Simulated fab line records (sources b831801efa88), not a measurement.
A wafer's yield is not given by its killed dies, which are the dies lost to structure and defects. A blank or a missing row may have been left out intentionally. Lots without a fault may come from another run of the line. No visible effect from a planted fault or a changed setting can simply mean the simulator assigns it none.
Tool commonality check	flow gf180mcu	12 lots and 42 wafers in the sample

## REASON IT WAS OPENED
Flagged at GF_V5_CD_MEAS_14: reading cd_nm, on 2 of 12 lots. Wafers without a fault read 259.9 nm, standard deviation 1.1.
Rule: a lot is flagged in two cases, either no wafer of it has a number, or all its wafers with numbers fall more than 4 standard deviations from that mean. The rest of the lots are taken to be sound.

lot	measured	on	cd_nm (nm), wafer by wafer	flag
L856	day 27 00:20	cd_sem-01	261.4 259.7 260.7	
L857	day 27 13:05	cd_sem-01	261.9 260.7 261.2	
L858	day 27 20:50	cd_sem-01	258.4 259.1 257.3	
L859	day 28 03:00	cd_sem-02	258.2 257.9 256.4	
L860	day 28 09:08	cd_sem-02	259.6 259.6 258.7	
L862	day 28 23:38	cd_sem-01	258.9 259.5 259.6	
L864	day 29 17:05	cd_sem-02	259.3 258.9 258.3	
L865	day 30 05:00	cd_sem-01	259.9 259.8 259.1	
L871	day 31 17:38	cd_sem-01	241.5 241.0 240.4 241.8 240.8 240.3	FLAGGED
L872	day 31 20:14	cd_sem-01	259.4 259.3 260.2	
L874	day 32 11:05	cd_sem-02	239.6 239.2 240.6 239.8 239.3 240.5	FLAGGED
L876	day 32 19:38	cd_sem-01	259.1 257.9 258.4	
Average over the flagged lots: 240.4 nm; offset from the usual -19.5 nm, equal to -18 standard deviations.

## TOOL THAT RAN EACH LOT
Before the reading, the record contains 2 process steps out of a 602-step route. Cell contents, in order: the tool; ch with the chambers the sampled wafers went through; the start.
lot	flag	GF_MIM_SPUTTER_00	GF_V5_PEB_12
L856		pvd_sputter-03, day 24 07:51	litho_track-04 ch 0, day 26 23:59
L857		pvd_sputter-01, day 24 20:29	litho_track-02 ch 0, day 27 12:44
L858		pvd_sputter-01, day 25 04:52	litho_track-04 ch 0, day 27 20:29
L859		pvd_sputter-01, day 25 10:53	litho_track-02 ch 0, day 28 02:40
L860		pvd_sputter-03, day 25 19:06	litho_track-01 ch 0, day 28 08:47
L862		pvd_sputter-04, day 26 10:27	litho_track-04 ch 0, day 28 23:17
L864		pvd_sputter-03, day 27 05:02	litho_track-04 ch 0, day 29 16:44
L865		pvd_sputter-04, day 27 16:34	litho_track-04 ch 0, day 30 04:35
L871	FLAGGED	pvd_sputter-03, day 29 08:44	litho_track-04 ch 0, day 31 17:17
L872		pvd_sputter-01, day 29 12:33	litho_track-01 ch 0, day 31 19:53
L874	FLAGGED	pvd_sputter-04, day 30 04:44	litho_track-04 ch 0, day 32 10:44
L876		pvd_sputter-01, day 30 13:38	litho_track-01 ch 0, day 32 19:17
These steps, and what they do:
- GF_MIM_SPUTTER_00: material Ti, target thk 37.5 nm, time 150 s.
- GF_V5_PEB_12: peb time 90 s.
- GF_V5_CD_MEAS_14: target cd 260 nm.

## FLAGGED AGAINST TOTAL, ONE TOOL AT A TIME (gauges that did the reading follow at the end)
step	tool	lots run	flagged	share of the flagged lots	sound lots run after its first flagged lot
GF_MIM_SPUTTER_00	pvd_sputter-01	5	0	none	-
GF_MIM_SPUTTER_00	pvd_sputter-03	4	1	some	0
GF_MIM_SPUTTER_00	pvd_sputter-04	3	1	some	0
GF_V5_PEB_12	litho_track-01	3	0	none	-
GF_V5_PEB_12	litho_track-02	2	0	none	-
GF_V5_PEB_12	litho_track-04	7	2	all	0
GF_V5_CD_MEAS_14	cd_sem-01	8	1	some	2 (L872,L876)
GF_V5_CD_MEAS_14	cd_sem-02	4	1	some	0

## WHAT THE TABLE ALLOWS
In the table, 1 row covers all flagged lots: litho_track-04 at GF_V5_PEB_12.
- litho_track-04 at GF_V5_PEB_12 ran 7 lots, 2 of them flagged. Last sound lot L865 at day 30 04:35, first flagged lot L871 at day 31 17:17; a fault beginning in between fits. Its own readings lie more than 4 standard deviations out on every wafer of the flagged lots: heater_power_total_W, plate_temp_C.
Just one tool remains: litho_track-04 at GF_V5_PEB_12.

## WHAT HAD BEEN PUT IN BY THE SIMULATOR
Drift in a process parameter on litho_track-04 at GF_V5_PEB_12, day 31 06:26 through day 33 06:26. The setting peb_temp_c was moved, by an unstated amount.
Shown lots that were struck: L871, L874. Same finding as the rule above.
